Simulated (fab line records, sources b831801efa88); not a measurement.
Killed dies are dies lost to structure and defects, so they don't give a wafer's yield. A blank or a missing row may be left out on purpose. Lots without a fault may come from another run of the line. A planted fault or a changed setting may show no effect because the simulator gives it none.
Which tool did it? | flow gf180mcu | 12 lots, 36 wafers sampled, at 5 steps of a route of 602

WHAT THE GAUGES READ, wafer by wafer
GF_DUAL_GATE_OVL_MEAS_11. Usual: DUAL_GATE_OVL 0.2 nm, standard deviation 1.5.
lot  | measured     | on         | DUAL_GATE_OVL (nm) | flag
L647 | day 9 15:03  | overlay-01 | 2.1 -0.8 1.8       |
L648 | day 9 16:57  | overlay-01 | -0.9 -0.7 0.3      |
L650 | day 10 06:31 | overlay-02 | -0.4 1.2 -0.6      |
L652 | day 10 23:19 | overlay-01 | 0.3 0.0 -0.4       |
L653 | day 11 07:13 | overlay-02 | 1.2 2.3 2.0        |
L654 | day 11 14:25 | overlay-02 | 0.5 2.1 1.1        |
L655 | day 11 21:58 | overlay-02 | 1.0 -2.0 -1.5      |
L658 | day 12 19:26 | overlay-01 | 0.4 1.7 0.1        |
L662 | day 13 22:39 | overlay-01 | 0.2 -0.6 -1.7      |
L664 | day 14 09:42 | overlay-02 | -1.6 -2.3 -1.2     |
L665 | day 14 14:04 | overlay-02 | 1.1 2.2 0.0        |
L666 | day 15 02:10 | overlay-01 | -0.3 1.6 0.4       |

GF_HV_LDD_TW_MEAS_38. Usual: HV_LDD_3_TW 1424, standard deviation 16.
lot  | measured     | on            | HV_LDD_3_TW    | flag
L647 | day 13 02:50 | film_metro-04 | 1453 1449 1455 |
L648 | day 13 03:02 | film_metro-04 | 1449 1446 1446 |
L650 | day 13 19:46 | film_metro-01 | 1432 1428 1431 |
L652 | day 14 14:13 | film_metro-02 | 1424 1424 1420 |
L653 | day 14 23:32 | film_metro-01 | 1370 1367 1372 | OFF
L654 | day 15 04:26 | film_metro-01 | 1421 1426 1417 |
L655 | day 15 14:40 | film_metro-01 | 1370 1371 1366 | OFF
L658 | day 16 13:39 | film_metro-04 | 1448 1444 1448 |
L662 | day 18 00:34 | film_metro-01 | 1415 1410 1408 |
L664 | day 18 11:49 | film_metro-04 | 1449 1457 1452 |
L665 | day 18 16:56 | film_metro-02 | 1418 1424 1420 |
L666 | day 19 04:41 | film_metro-02 | 1425 1416 1413 |

GF_HV_LDD_RS_MEAS_53: measures by four-point-probe. Usual: HV_LDD_RS 417.8 ohm/sq, standard deviation 1.1.
lot  | measured     | on            | HV_LDD_RS (ohm/sq) | flag
L647 | day 13 23:25 | film_metro-02 | 417.6 416.9 417.2  |
L648 | day 14 00:09 | film_metro-01 | 418.5 416.6 418.2  |
L650 | day 14 16:36 | film_metro-04 | 417.0 417.8 417.5  |
L652 | day 15 11:59 | film_metro-04 | 415.9 417.1 418.5  |
L653 | day 15 21:40 | film_metro-01 | 425.2 424.7 424.7  | OFF
L654 | day 16 02:09 | film_metro-04 | 415.6 416.3 415.5  |
L655 | day 16 12:50 | film_metro-04 | 426.8 425.1 425.9  | OFF
L658 | day 17 12:47 | film_metro-04 | 417.2 416.3 417.8  |
L662 | day 19 00:14 | film_metro-02 | 417.9 418.3 417.5  |
L664 | day 19 11:54 | film_metro-02 | 419.8 420.7 419.8  |
L665 | day 19 18:33 | film_metro-04 | 416.4 417.2 418.3  |
L666 | day 20 05:19 | film_metro-01 | 418.4 418.2 418.9  |

GF_V1_THK_MEAS_03. Usual: V1_CVD_02_THK 852 nm, standard deviation 14.
lot  | measured     | on            | V1_CVD_02_THK (nm) | flag
L647 | day 18 22:40 | film_metro-01 | 855 847 863        |
L648 | day 18 23:37 | film_metro-03 | 829 857 876        |
L650 | day 19 21:36 | film_metro-03 | 837 853 851        |
L652 | day 20 16:43 | film_metro-02 | 844 874 872        |
L653 | day 21 03:38 | film_metro-01 | 821 859 841        |
L654 | day 21 07:28 | film_metro-02 | 836 835 858        |
L655 | day 21 19:19 | film_metro-01 | 860 866 868        |
L658 | day 22 22:14 | film_metro-01 | 839 856 861        |
L662 | day 24 06:13 | film_metro-01 | 866 862 868        |
L664 | day 24 16:24 | film_metro-03 | 849 843 867        |
L665 | day 24 22:37 | film_metro-01 | 830 864 849        |
L666 | day 25 08:16 | film_metro-02 | 857 870 848        |

WHICH TOOL RAN EACH LOT (tool, then ch and the chambers of the sampled wafers, then the start)
lot  | GF_HV_LDD_IMPLANT_34
L647 | implanter-01 ch 0, day 13 02:17
L648 | implanter-02 ch 0, day 13 02:29
L650 | implanter-03 ch 0, day 13 19:13
L652 | implanter-03 ch 0, day 14 13:40
L653 | implanter-03 ch 0, day 14 22:59
L654 | implanter-02 ch 0, day 15 03:54
L655 | implanter-03 ch 0, day 15 14:10
L658 | implanter-02 ch 0, day 16 13:08
L662 | implanter-02 ch 0, day 18 00:01
L664 | implanter-02 ch 0, day 18 11:16
L665 | implanter-02 ch 0, day 18 16:23
L666 | implanter-03 ch 0, day 19 04:09
- GF_HV_LDD_IMPLANT_34

WHAT THE TOOLS THEMSELVES READ (means of the sampled wafers that have a number; where no wafer has one, the mark that the record gives instead)
GF_HV_LDD_IMPLANT_34. Usual: dose_ions_cm2 7.501e+12, standard deviation 8.7e+09; end_station_pressure_torr 5.05e-06 Torr, standard deviation 2.9e-07; faraday_current_uA 42.4, standard deviation 0.8.
lot  | tool         | dose_ions_cm2 | end_station_pressure_torr (Torr) | faraday_current_uA | flag
L647 | implanter-01 | 7.494e+12     | 5.18e-06                         | 42.7               |
L648 | implanter-02 | 7.503e+12     | 4.84e-06                         | 41.9               |
L650 | implanter-03 | 7.508e+12     | 4.99e-06                         | 41.8               |
L652 | implanter-03 | 7.487e+12     | 5.21e-06                         | 42.0               |
L653 | implanter-03 | 4.557e+12     | 5.12e-06                         | 26.0               | OFF
L654 | implanter-02 | 7.488e+12     | 4.99e-06                         | 42.2               |
L655 | implanter-03 | 4.548e+12     | 5.07e-06                         | 25.8               | OFF
L658 | implanter-02 | 7.505e+12     | 5.56e-06                         | 42.2               |
L662 | implanter-02 | 7.507e+12     | 4.84e-06                         | 42.6               |
L664 | implanter-02 | 7.497e+12     | 5.02e-06                         | 42.4               |
L665 | implanter-02 | 7.498e+12     | 5.28e-06                         | 42.6               |
L666 | implanter-03 | 7.500e+12     | 5.09e-06                         | 41.7               |

THE ANSWER, worked out from the rows above alone
Rule: a lot is off if the mean of its wafers that have a number lies more than 3 standard deviations from the usual mean. A lot without any number at a reading at which 4 lots or more have one is off too. The other lots that the step has rows for count as sound. The gauges are gone through in route order, then the tools' own readings, and for those a lot's mean is taken as printed above. The first step at which some lot is off is used, and at that step the reading that is off furthest; a lot without a number counts as furthest.
Off: L653, L655, at GF_HV_LDD_TW_MEAS_38 (HV_LDD_3_TW).
A tool fits if, at a process step before that reading, it ran every lot that is off, and no sound lot after the first of them. The gauges at GF_HV_LDD_TW_MEAS_38 aren't tried: what is off there is off at GF_HV_LDD_IMPLANT_34 too, on other tools, and a gauge's error can't cause that. None of those tried fits.

WHAT THE SIMULATOR HAD PUT IN
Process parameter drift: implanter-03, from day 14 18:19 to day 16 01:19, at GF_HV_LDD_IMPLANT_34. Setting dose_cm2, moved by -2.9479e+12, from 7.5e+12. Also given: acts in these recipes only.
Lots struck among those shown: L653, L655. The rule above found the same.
